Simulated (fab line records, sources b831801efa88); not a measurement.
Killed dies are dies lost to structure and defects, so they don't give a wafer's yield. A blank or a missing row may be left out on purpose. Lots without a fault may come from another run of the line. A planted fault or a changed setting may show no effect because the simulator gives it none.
Problem report in the 8D (eight disciplines) form, filled by code | flow sky130 | the parts of the form that need people (team, actions taken, sign-off) are left out

1. THE PROBLEM
VIA1_HDPCVD_THK at SKY_VIA1_THK_MEAS_01 reads a mean of 544 nm on 2 wafers of 1 lot; wafers without a fault read 1026 nm with a standard deviation of 9.9. That is -49 standard deviations from the usual mean.
First seen on wafer L946.1, day 38 06:23, on film_metro-02. The record holds 36 wafers of 12 lots with a number at this step. Rule for "out", or "out of limits": more than 4 standard deviations from the usual mean. The other wafers with a number count as sound.

2. WHAT IT IS AND WHAT IT IS NOT
question                    | is                | is not
which readings at this step | VIA1_HDPCVD_THK   | -
which lots                  | L946              | L932, L933, L934, L935, L936, L937, L948, L949, L950, L952, L955
which wafers of those lots  | L946.1, L946.5    | L946.4
read on which gauges        | film_metro-02     | film_metro-01, film_metro-03
when                        | from day 38 06:23 | up to then (19 sound wafers); but 15 sound wafers of L948, L949, L950, L952, L955 came after

3. SUSPECTS, AND WHAT RULES EACH OUT
Counting: a tool at a process step up to the reading stays a suspect if it ran every lot that is out. Sound lots after the first of them don't rule it out here, since some wafers of a struck lot are sound.
- the gauge at SKY_VIA1_THK_MEAS_01: kept. All the wafers that are out were read on film_metro-02, and no step on other tools shows them out.
- hdpcvd-02 at SKY_VIA1_HDPCVD_00 (deposits SiO2, target thk 1030 nm, time 171.7 s): kept. It ran the lot that is out, L946 (day 38 06:17); its last sound lot up to then is L935 (day 34 18:33).
Left after counting: hdpcvd-02 at SKY_VIA1_HDPCVD_00, film_metro-02 at SKY_VIA1_THK_MEAS_01.

4. THE CAUSE (what the simulator had put in)
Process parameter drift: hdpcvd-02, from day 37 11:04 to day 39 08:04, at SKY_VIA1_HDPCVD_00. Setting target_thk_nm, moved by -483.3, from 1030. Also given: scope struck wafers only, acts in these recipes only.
Counting left 2 suspects, and this tool is among them.

5. THE CHAIN OF EFFECTS, in route order
Each row: a reading whose mean over the struck wafers that have a number lies more than 3 standard deviations from the usual. Only readings for which the record gives a usual standard deviation are gone through. hours: the time from each lot's start at the first step in this table that gives one to its start at this step, as a median over the lots. sigmas: the change in usual standard deviations.
hours | step                 | reading         | usual   | on struck wafers | change | sigmas
0     | SKY_VIA1_THK_MEAS_01 | VIA1_HDPCVD_THK | 1026 nm | 544              | -482   | -49

6. WHAT WOULD HAVE CAUGHT IT SOONER
In this record the first reading out of limits at a measuring or inspecting step was taken at day 38 06:23, 19 hours after the fault began at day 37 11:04.
All the lots that are out (1) had begun SKY_VIA1_HDPCVD_00 on hdpcvd-02 by day 38 06:23. A hold on the tool at that time would have spared none of them.
